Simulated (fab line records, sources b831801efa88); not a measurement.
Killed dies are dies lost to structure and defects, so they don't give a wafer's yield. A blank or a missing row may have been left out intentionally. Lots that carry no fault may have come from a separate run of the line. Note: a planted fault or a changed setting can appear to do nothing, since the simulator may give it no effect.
fab line records -- flow sky130
[record] lots = 15, wafers = 45, last-day = 50
route steps=708 shown METAL3@536 VIA3@589 PASSIVATION@693 PAD_OPEN@702
lots untouched by any fault: they come from a run of this same line in which no faults occurred
start-h: hours from the record's opening day to when the first of the lot's shown wafers began -- wait-h: how many hours have passed since the lot's step before this one -- " unchanged from the row above -- L1.1+2: one row covering several wafers at once -- - no value, or no start given -- * or withheld: withheld -- < > ~ a bound
route shown NAME@n: names a module that has steps shown in the file, with the first one's number in the route -- usual: average and standard deviation across the fault-free wafers -- same: alike in all rows -- chamber/n: place in a boat -- sites: per-site readings -- _std_site: standard deviation across them -- _edge_site: inner sites' mean taken away from outer sites' mean -- radius-mm: for every site, how far away it sits from the centre of the wafer -- mask NAME#n: copy n -- behind: tool/chamber where the wafer was last shaped -- hold: what put the lot on hold/how long, in hours/how the hold closed -- device: names the non-switching transistor (n, p or np) -- end of line: the same wafers' tests at the end of the route -- where a step has no rows: the recipe by itself -- killed: not the wafer's yield, but the dies lost to structure and defects at the first sort -- map: per-die view of a wafer (x killed, . not killed, _ where there is no die)
set.NAME: the setting as run; set.NAME@STEP: as run at that earlier step -- model.NAME: the simulator's own value behind a step, which no gauge read
a sample of lots followed through the steps of the route, with each step as a table and each wafer as a row
services: from which hour (start-h, from the record's first day; less than 0 if before it) a tool's chamber was out of use, for how many hours, and why
[[steps]]
[step SKY_METAL3_SPUTTER_04]
[recipe] material = TiN, target-thk-nm = 70, power-w = 6500, time-s = 58.3, chamber-pressure-pa = 0.4
[usual] throttle-valve-pct = 29.8/1
lot.wafer,tool,chamber,start-h,wait-h,throttle-valve-pct
L247.1,pvd-sputter-02,-,848.54,0.0,30.1
L247.3,pvd-sputter-02,-,848.54,0.0,28.2
L247.5,pvd-sputter-02,-,848.54,0.0,28.1
L248.1,pvd-sputter-02,-,862.75,0.0,28.3
L248.3,pvd-sputter-02,-,862.75,0.0,30.0
L248.4,pvd-sputter-02,-,862.75,0.0,28.4
L250.2,pvd-sputter-03,-,873.71,0.0,29.9
L250.3,pvd-sputter-03,-,873.71,0.0,30.0
L250.5,pvd-sputter-03,-,873.71,0.0,30.0
L251.1,pvd-sputter-02,-,876.32,0.0,28.5
L251.5,pvd-sputter-02,-,876.32,0.0,28.2
L251.6,pvd-sputter-02,-,876.32,0.0,30.5
L253.3,pvd-sputter-03,-,900.14,0.0,30.2
L253.4,pvd-sputter-03,-,900.14,0.0,30.8
L253.5,pvd-sputter-03,-,900.14,0.0,30.3
L254.1,pvd-sputter-02,-,901.94,0.0,28.4
L254.3,pvd-sputter-02,-,901.94,0.0,28.3
L254.5,pvd-sputter-02,-,901.94,0.0,28.3
L255.3,pvd-sputter-03,-,916.71,0.0,29.9
L255.4,pvd-sputter-03,-,916.71,0.0,30.3
L255.5,pvd-sputter-03,-,916.71,0.0,30.2
L257.1,pvd-sputter-04,-,925.70,0.0,30.0
L257.3,pvd-sputter-04,-,925.70,0.0,31.1
L257.4,pvd-sputter-04,-,925.70,0.0,30.6
L259.1,pvd-sputter-03,-,942.42,0.0,29.9
L259.5,pvd-sputter-03,-,942.42,0.0,30.3
L259.6,pvd-sputter-03,-,942.42,0.0,31.0
L263.2,pvd-sputter-03,-,972.78,0.0,30.6
L263.4,pvd-sputter-03,-,972.78,0.0,29.6
L263.6,pvd-sputter-03,-,972.78,0.0,30.2
L264.1,pvd-sputter-02,-,1003.12,0.0,28.3
L264.5,pvd-sputter-02,-,1003.12,0.0,28.4
L264.6,pvd-sputter-02,-,1003.12,0.0,30.0
L265.2,pvd-sputter-04,-,1003.72,0.0,30.7
L265.3,pvd-sputter-04,-,1003.72,0.0,31.3
L265.6,pvd-sputter-04,-,1003.72,0.0,30.0
L268.3,pvd-sputter-03,-,1004.99,0.0,30.8
L268.4,pvd-sputter-03,-,1004.99,0.0,30.3
L268.5,pvd-sputter-03,-,1004.99,0.0,31.0
L267.2,pvd-sputter-02,-,1007.64,0.0,30.2
L267.3,pvd-sputter-02,-,1007.64,0.0,30.7
L267.5,pvd-sputter-02,-,1007.64,0.0,30.4
L269.2,pvd-sputter-02,-,1023.86,0.0,28.5
L269.3,pvd-sputter-02,-,1023.86,0.0,30.7
L269.4,pvd-sputter-02,-,1023.86,0.0,28.1
[step SKY_VIA3_STRIP_16]
[recipe] chemistry = O2/N2, power-w = 1400, pressure-mtorr = 1500, platen-temp-c = withheld, o2-flow-sccm = 3000, n2-flow-sccm = 300, overash-fraction = 0.5
[usual] chamber-pressure-mTorr = 1500.1/1.3, drypump-motor-current-A = 5.7/0.44, oes-product-au = 0.402/0.0042, strip-time-to-endpoint-s = 4.129/0.022
[same] overash-fraction = 0.5
lot.wafer,tool,chamber,start-h,wait-h,chamber-pressure-mTorr,drypump-motor-current-A,oes-product-au,rf-hours-counter-h,strip-time-to-endpoint-s
L247.1,plasma-asher-02,0,927.33,0.0,1500.1,5.3,0.401,76,4.116
L247.3,plasma-asher-02,0,927.33,0.0,1498.6,5.3,0.400,-,4.090
L247.5,plasma-asher-02,0,927.33,0.0,1499.5,5.3,0.404,-,4.109
L248.1,plasma-asher-03,1,940.94,0.0,1500.2,5.7,0.405,53,4.162
L248.3,plasma-asher-03,0,940.94,0.0,1498.9,5.3,0.402,-,4.116
L248.4,plasma-asher-03,1,940.94,0.0,1499.8,5.7,0.404,-,4.127
L250.2,plasma-asher-01,0,952.28,0.0,1501.3,5.8,0.402,21,4.122
L250.3,plasma-asher-01,0,952.28,0.0,1500.9,5.8,0.403,-,4.129
L250.5,plasma-asher-01,1,952.28,0.0,1499.5,6.6,0.399,-,4.122
L251.1,plasma-asher-01,0,954.80,0.0,1501.2,5.8,0.402,22,4.126
L251.5,plasma-asher-01,1,954.80,0.0,1499.9,6.6,0.396,-,4.110
L251.6,plasma-asher-01,0,954.80,0.0,1499.3,5.7,0.404,-,4.129
L253.3,plasma-asher-02,1,976.56,0.1,1496.9,5.6,0.399,-,4.132
L253.4,plasma-asher-02,0,976.56,0.1,1499.5,5.3,0.399,-,4.130
L253.5,plasma-asher-02,0,976.56,0.1,1501.0,5.3,0.396,-,4.105
L254.1,plasma-asher-02,1,979.49,0.0,1500.2,5.6,0.409,82,4.097
L254.3,plasma-asher-02,0,979.49,0.0,1496.7,5.3,0.405,-,4.110
L254.5,plasma-asher-02,1,979.49,0.0,1500.2,5.6,0.409,-,4.117
L255.3,plasma-asher-03,0,990.83,0.1,1499.6,5.3,0.405,-,4.127
L255.4,plasma-asher-03,1,990.83,0.1,1499.9,5.7,0.397,-,4.113
L255.5,plasma-asher-03,1,990.83,0.1,1498.8,5.7,0.404,-,4.111
L257.1,plasma-asher-01,1,1000.48,0.0,1499.8,6.5,0.403,23,4.120
L257.3,plasma-asher-01,1,1000.48,0.0,1499.8,6.6,0.400,-,4.135
L257.4,plasma-asher-01,0,1000.48,0.0,1502.1,5.8,0.400,-,4.131
L259.1,plasma-asher-01,0,1013.20,0.0,1499.5,5.7,0.403,25,4.096
L259.5,plasma-asher-01,0,1013.20,0.0,1500.1,5.7,0.403,-,4.099
L259.6,plasma-asher-01,1,1013.20,0.0,1500.4,6.6,0.404,-,4.121
L263.2,plasma-asher-03,0,1043.05,0.0,1503.1,5.3,0.397,64,4.133
L263.4,plasma-asher-03,1,1043.05,0.0,1501.7,5.7,0.402,-,4.141
L263.6,plasma-asher-03,0,1043.05,0.0,1501.1,5.3,0.400,-,4.150
L264.1,plasma-asher-02,0,1072.94,0.0,1499.9,5.3,0.404,92,4.158
L264.5,plasma-asher-02,1,1072.94,0.0,1498.9,5.6,0.404,-,4.161
L264.6,plasma-asher-02,0,1072.94,0.0,1501.4,5.3,0.400,-,4.160
L265.2,plasma-asher-01,1,1073.64,0.0,1499.5,6.5,0.404,31,4.157
L265.3,plasma-asher-01,1,1073.64,0.0,1498.9,6.6,0.401,-,4.117
L265.6,plasma-asher-01,1,1073.64,0.0,1499.4,6.6,0.407,-,4.142
L268.3,plasma-asher-01,0,1075.33,0.1,1498.8,5.7,0.402,-,4.120
L268.4,plasma-asher-01,1,1075.33,0.1,1498.9,6.5,0.407,-,4.120
L268.5,plasma-asher-01,0,1075.33,0.1,1501.2,5.7,0.397,-,4.094
L267.2,plasma-asher-02,1,1077.39,0.0,1502.3,5.6,0.406,93,4.114
L267.3,plasma-asher-02,0,1077.39,0.0,1497.7,5.3,0.400,-,4.158
L267.5,plasma-asher-02,0,1077.39,0.0,1500.1,5.3,0.400,-,4.125
L269.2,plasma-asher-02,0,1092.53,0.0,1501.1,5.2,0.399,94,4.126
L269.3,plasma-asher-02,0,1092.53,0.0,1500.9,5.3,0.407,-,4.148
L269.4,plasma-asher-02,1,1092.53,0.0,1498.4,5.6,0.404,-,4.160
[step SKY_VIA3_RS_MEAS_22]
[recipe] thk-meas-gauge = four-point-probe, reads = W_of_VIA3_CVD_21+TiN_of_VIA3_SPUTTER_20
[usual] VIA3_W_RS = 0.2962/0.0027
lot.wafer,tool,chamber,start-h,wait-h,VIA3_W_RS[ohm/sq]
L247.1,film-metro-03,-,928.26,0.2,0.2926
L247.3,film-metro-03,-,928.26,0.2,0.2936
L247.5,film-metro-03,-,928.26,0.2,0.2953
L248.1,film-metro-01,-,941.72,0.1,0.2955
L248.3,film-metro-01,-,941.72,0.1,0.2971
L248.4,film-metro-01,-,941.72,0.1,0.2910
L250.2,film-metro-02,-,953.37,0.1,0.2907
L250.3,film-metro-02,-,953.37,0.1,0.2951
L250.5,film-metro-02,-,953.37,0.1,0.2945
L251.1,film-metro-03,-,955.58,0.1,0.2964
L251.5,film-metro-03,-,955.58,0.1,0.2913
L251.6,film-metro-03,-,955.58,0.1,0.2938
L253.3,film-metro-03,-,977.81,0.1,0.2956
L253.4,film-metro-03,-,977.81,0.1,0.2939
L253.5,film-metro-03,-,977.81,0.1,0.2958
L254.1,film-metro-02,-,980.32,0.1,0.2976
L254.3,film-metro-02,-,980.32,0.1,0.2960
L254.5,film-metro-02,-,980.32,0.1,0.2954
L255.3,film-metro-01,-,991.62,0.1,0.2989
L255.4,film-metro-01,-,991.62,0.1,0.3004
L255.5,film-metro-01,-,991.62,0.1,0.2987
L257.1,film-metro-01,-,1001.25,0.1,0.2953
L257.3,film-metro-01,-,1001.25,0.1,0.2987
L257.4,film-metro-01,-,1001.25,0.1,0.2947
L259.1,film-metro-03,-,1013.97,0.1,0.2962
L259.5,film-metro-03,-,1013.97,0.1,0.2970
L259.6,film-metro-03,-,1013.97,0.1,0.2971
L263.2,film-metro-02,-,1043.87,0.1,0.3028
L263.4,film-metro-02,-,1043.87,0.1,0.2972
L263.6,film-metro-02,-,1043.87,0.1,0.2985
L264.1,film-metro-01,-,1073.90,0.1,0.2956
L264.5,film-metro-01,-,1073.90,0.1,0.2971
L264.6,film-metro-01,-,1073.90,0.1,0.2971
L265.2,film-metro-03,-,1074.75,0.1,0.2952
L265.3,film-metro-03,-,1074.75,0.1,0.2985
L265.6,film-metro-03,-,1074.75,0.1,0.2944
L268.3,film-metro-02,-,1076.44,0.1,0.2924
L268.4,film-metro-02,-,1076.44,0.1,0.2954
L268.5,film-metro-02,-,1076.44,0.1,0.2959
L267.2,film-metro-02,-,1078.20,0.1,0.2933
L267.3,film-metro-02,-,1078.20,0.1,0.2964
L267.5,film-metro-02,-,1078.20,0.1,0.2981
L269.2,film-metro-03,-,1093.32,0.1,0.2980
L269.3,film-metro-03,-,1093.32,0.1,0.3011
L269.4,film-metro-03,-,1093.32,0.1,0.2989
[step SKY_PASSIVATION_STRIP_12]
[recipe] chemistry = O2/N2, power-w = 1400, pressure-mtorr = 1500, platen-temp-c = withheld, overash-fraction = 0.7, o2-flow-sccm = 3000, n2-flow-sccm = 300
[usual] chamber-pressure-mTorr = 1500.0/1.4, drypump-motor-current-A = 5.8/0.44, oes-product-au = 0.661/0.0042, overash-fraction = 0.7/0, strip-time-to-endpoint-s = 31.50/0.11
lot.wafer,tool,chamber,start-h,wait-h,chamber-pressure-mTorr,drypump-motor-current-A,oes-product-au,overash-fraction,rf-hours-counter-h,strip-time-to-endpoint-s
L247.1,plasma-asher-02,0,1051.88,0.1,1501.7,5.3,0.662,0.7,89,31.65
L247.3,plasma-asher-02,0,1051.88,0.1,1498.7,5.3,0.658,0.7,-,31.61
L247.5,plasma-asher-02,0,1051.88,0.1,1502.2,5.3,0.668,0.7,-,31.68
L248.1,plasma-asher-01,0,1057.93,0.1,1501.4,5.7,0.664,0.7,29,31.61
L248.3,plasma-asher-01,0,1057.93,0.1,1500.2,5.7,0.663,0.7,-,31.47
L248.4,plasma-asher-01,1,1057.93,0.1,1499.8,6.6,0.660,0.7,-,31.61
L250.2,plasma-asher-02,0,1073.59,0.1,1501.0,5.3,0.657,0.7,92,31.60
L250.3,plasma-asher-02,1,1073.59,0.1,1502.5,5.6,0.660,0.7,-,31.46
L250.5,plasma-asher-02,0,1073.59,0.1,1500.8,5.3,0.665,0.7,-,31.47
L251.1,plasma-asher-02,1,1076.14,0.1,1500.7,5.6,0.667,0.7,92,31.58
L251.5,plasma-asher-02,1,1076.14,0.1,1501.1,5.6,0.666,0.7,-,31.67
L251.6,plasma-asher-02,0,1076.14,0.1,1501.0,5.3,0.658,0.7,-,31.48
L253.3,plasma-asher-02,0,1095.78,0.1,-,-,-,-,-,-
L253.4,plasma-asher-02,1,1095.78,0.1,-,-,-,-,-,-
L253.5,plasma-asher-02,1,1095.78,0.1,-,-,-,-,-,-
L254.1,plasma-asher-01,0,1097.35,0.1,-,-,-,-,-,-
L254.3,plasma-asher-01,1,1097.35,0.1,-,-,-,-,-,-
L254.5,plasma-asher-01,1,1097.35,0.1,-,-,-,-,-,-
L255.3,plasma-asher-04,0,1103.16,0.1,-,-,-,-,-,-
L255.4,plasma-asher-04,1,1103.16,0.1,-,-,-,-,-,-
L255.5,plasma-asher-04,1,1103.16,0.1,-,-,-,-,-,-
L257.1,plasma-asher-01,1,1113.18,0.1,1499.1,6.6,0.666,0.7,35,31.35
L257.3,plasma-asher-01,0,1113.18,0.1,1501.3,5.7,0.662,0.7,-,31.30
L257.4,plasma-asher-01,1,1113.18,0.1,1499.4,6.6,0.656,0.7,-,31.25
L259.1,plasma-asher-04,0,1123.39,0.1,1500.4,5.7,0.656,0.7,6,31.25
L259.5,plasma-asher-04,0,1123.39,0.1,1496.3,5.7,0.660,0.7,-,31.29
L259.6,plasma-asher-04,1,1123.39,0.1,1500.6,6.1,0.664,0.7,-,31.32
L263.2,plasma-asher-01,0,1148.44,0.1,1500.7,5.8,0.665,0.7,39,31.55
L263.4,plasma-asher-01,1,1148.44,0.1,1499.1,6.5,0.666,0.7,-,31.49
L263.6,plasma-asher-01,0,1148.44,0.1,1498.8,5.7,0.661,0.7,-,31.67
L264.1,plasma-asher-02,1,1173.85,0.1,1499.3,5.6,0.664,0.7,101,31.51
L264.5,plasma-asher-02,0,1173.85,0.1,1499.7,5.3,0.657,0.7,-,31.70
L264.6,plasma-asher-02,1,1173.85,0.1,1501.9,5.6,0.667,0.7,-,31.50
L265.2,plasma-asher-04,0,1175.58,0.1,1499.5,5.7,0.664,0.7,11,31.68
L265.3,plasma-asher-04,1,1175.58,0.1,1500.7,6.1,0.667,0.7,-,31.51
L265.6,plasma-asher-04,1,1175.58,0.1,1499.7,6.1,0.657,0.7,-,31.51
L268.3,plasma-asher-02,0,1176.53,0.1,1500.4,5.3,0.657,0.7,-,31.41
L268.4,plasma-asher-02,1,1176.53,0.1,1502.4,5.6,0.653,0.7,-,31.54
L268.5,plasma-asher-02,1,1176.53,0.1,1498.8,5.6,0.659,0.7,-,31.37
L267.2,plasma-asher-02,1,1178.75,0.1,1500.6,5.6,0.651,0.7,102,31.69
L267.3,plasma-asher-02,0,1178.75,0.1,1499.0,5.3,0.658,0.7,-,31.56
L267.5,plasma-asher-02,0,1178.75,0.1,1498.3,5.2,0.658,0.7,-,31.43
L269.2,plasma-asher-04,1,1188.83,0.1,1498.4,6.1,0.664,0.7,13,31.49
L269.3,plasma-asher-04,1,1188.83,0.1,1499.9,6.1,0.662,0.7,-,31.54
L269.4,plasma-asher-04,0,1188.83,0.1,1497.3,5.7,0.663,0.7,-,31.59
[step SKY_PAD_OPEN_STRIP_08]
[recipe] chemistry = O2/N2, power-w = 1400, pressure-mtorr = 1500, platen-temp-c = withheld, overash-fraction = 0.7, o2-flow-sccm = 3000, n2-flow-sccm = 300
[usual] chamber-pressure-mTorr = 1499.9/1.5, drypump-motor-current-A = 5.9/0.36, oes-product-au = 0.663/0.0043, strip-time-to-endpoint-s = 37.01/0.11
[same] overash-fraction = 0.7
lot.wafer,tool,chamber,start-h,wait-h,chamber-pressure-mTorr,drypump-motor-current-A,oes-product-au,rf-hours-counter-h,strip-time-to-endpoint-s
L247.1,plasma-asher-01,1,1073.40,0.1,1501.6,6.5,0.662,31,37.15
L247.3,plasma-asher-01,1,1073.40,0.1,1500.2,6.6,0.656,-,37.15
L247.5,plasma-asher-01,0,1073.40,0.1,1500.1,5.7,0.659,-,37.09
L248.1,plasma-asher-01,0,1079.64,0.1,1499.3,5.7,0.666,32,37.04
L248.3,plasma-asher-01,1,1079.64,0.1,1499.1,6.5,0.668,-,37.06
L248.4,plasma-asher-01,0,1079.64,0.1,1501.6,5.7,0.670,-,36.95
L250.2,plasma-asher-03,1,1094.19,0.1,1501.3,5.7,0.662,67,36.92
L250.3,plasma-asher-03,0,1094.19,0.1,1498.7,5.3,0.659,-,37.01
L250.5,plasma-asher-03,1,1094.19,0.1,1500.8,5.8,0.667,-,36.94
L251.1,plasma-asher-03,0,1097.04,0.1,1500.7,5.3,0.658,67,37.01
L251.5,plasma-asher-03,1,1097.04,0.1,1501.7,5.8,0.660,-,37.08
L251.6,plasma-asher-03,0,1097.04,0.1,1498.4,5.3,0.669,-,37.00
L253.3,plasma-asher-04,1,1114.58,0.1,1498.1,6.1,0.695,-,73.96
L253.4,plasma-asher-04,0,1114.58,0.1,1500.3,5.7,0.694,-,74.09
L253.5,plasma-asher-04,1,1114.58,0.1,1502.0,6.1,0.684,-,73.89
L254.1,plasma-asher-04,1,1116.85,0.1,1500.2,6.1,0.692,5,73.78
L254.3,plasma-asher-04,0,1116.85,0.1,1502.1,5.7,0.696,-,73.87
L254.5,plasma-asher-04,0,1116.85,0.1,1499.6,5.8,0.690,-,73.96
L255.3,plasma-asher-04,0,1122.73,0.1,1497.6,5.7,0.689,-,74.21
L255.4,plasma-asher-04,1,1122.73,0.1,1502.5,6.1,0.688,-,73.90
L255.5,plasma-asher-04,1,1122.73,0.1,1498.2,6.1,0.694,-,73.96
L257.1,plasma-asher-03,0,1131.69,0.1,1498.6,5.3,0.660,71,36.92
L257.3,plasma-asher-03,1,1131.69,0.1,1499.7,5.7,0.672,-,37.07
L257.4,plasma-asher-03,0,1131.69,0.1,1496.5,5.3,0.662,-,36.96
L259.1,plasma-asher-04,0,1141.55,0.1,1498.1,5.7,0.660,8,36.92
L259.5,plasma-asher-04,0,1141.55,0.1,1499.9,5.7,0.658,-,36.90
L259.6,plasma-asher-04,1,1141.55,0.1,1499.6,6.1,0.661,-,36.91
L263.2,plasma-asher-03,1,1166.55,0.1,1502.1,5.7,0.659,74,36.86
L263.4,plasma-asher-03,0,1166.55,0.1,1501.1,5.3,0.662,-,36.94
L263.6,plasma-asher-03,0,1166.55,0.1,1498.1,5.3,0.662,-,36.94
L264.1,plasma-asher-01,1,1190.69,0.1,1500.4,6.5,0.668,42,36.85
L264.5,plasma-asher-01,1,1190.69,0.1,1500.6,6.5,0.660,-,36.95
L264.6,plasma-asher-01,0,1190.69,0.1,1498.7,5.8,0.659,-,36.87
L265.2,plasma-asher-04,1,1191.49,0.1,1500.8,6.1,0.666,13,37.06
L265.3,plasma-asher-04,0,1191.49,0.1,1498.2,5.8,0.669,-,37.09
L265.6,plasma-asher-04,1,1191.49,0.1,1497.7,6.1,0.662,-,37.06
L268.3,plasma-asher-01,0,1193.53,0.1,1498.8,5.7,0.665,-,36.95
L268.4,plasma-asher-01,1,1193.53,0.1,1499.1,6.5,0.663,-,37.02
L268.5,plasma-asher-01,1,1193.53,0.1,1498.5,6.6,0.658,-,37.04
L267.2,plasma-asher-04,1,1195.69,0.1,1500.7,6.1,0.668,13,37.06
L267.3,plasma-asher-04,1,1195.69,0.1,1500.4,6.1,0.664,-,37.11
L267.5,plasma-asher-04,1,1195.69,0.1,1501.4,6.1,0.658,-,36.95
L269.2,plasma-asher-03,1,1204.44,0.1,1498.7,5.7,0.660,78,37.09
L269.3,plasma-asher-03,1,1204.44,0.1,1502.2,5.8,0.666,-,37.13
L269.4,plasma-asher-03,0,1204.44,0.1,1500.7,5.3,0.665,-,37.02
[[services]]
tool,chamber,start-h,hours,kind
pvd-sputter-04,-,827.77,0.7,repair
pvd-sputter-02,-,850.71,7.7,repair
pvd-sputter-04,-,851.90,3.4,repair
plasma-asher-03,-,854.29,2.8,pm
plasma-asher-02,-,870.63,9.2,repair
plasma-asher-01,-,912.98,1.5,repair
pvd-sputter-04,-,930.40,5.9,repair
pvd-sputter-03,-,938.90,3.0,repair
plasma-asher-01,-,967.23,26.0,repair
pvd-sputter-03,-,974.23,3.2,repair
pvd-sputter-02,-,986.64,3.1,repair
plasma-asher-03,-,1036.43,1.5,repair
plasma-asher-04,-,1055.27,9.0,pm
plasma-asher-04,0,1055.27,9.0,vent-cycle
plasma-asher-04,1,1055.27,9.0,vent-cycle
plasma-asher-04,0,1064.27,-,clean
plasma-asher-04,1,1064.27,-,clean
plasma-asher-03,-,1065.78,2.9,repair
plasma-asher-03,-,1068.72,15.6,pm
pvd-sputter-04,-,1078.37,1.7,repair
pvd-sputter-04,-,1093.93,3.8,repair
plasma-asher-02,-,1131.32,2.8,pm
plasma-asher-01,-,1180.94,3.6,repair
pvd-sputter-03,-,1196.30,14.5,repair
[[key]]
[first-sign] step = SKY_PASSIVATION_STRIP_12, reading = tool-record, direction = missing
[effect] step = SKY_PAD_OPEN_STRIP_08, reading = strip-time-to-endpoint-s, direction = up, sigmas = 99+, usual = *, struck = *
met-at SKY_PASSIVATION_STRIP_12
struck-lots L253,L254,L255
sort-left-out L253.3,L253.4,L253.5,L254.1,L254.3,L254.5,L255.3,L255.4,L255.5
not-acting-at SKY_METAL3_SPUTTER_04,SKY_VIA3_STRIP_16,SKY_VIA3_RS_MEAS_22
onset-between 1076.14 1095.78
[fault] kind = skipped-step-whole, tool = plasma-asher-01,plasma-asher-02,plasma-asher-04, chamber = -, onset-h = 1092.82, steps = SKY_PASSIVATION_STRIP_12, scope = struck-lots-only
// sort-left-out: the simulated sort isn't trusted on such a fault, so these wafers' sort isn't shown, and their yield isn't known
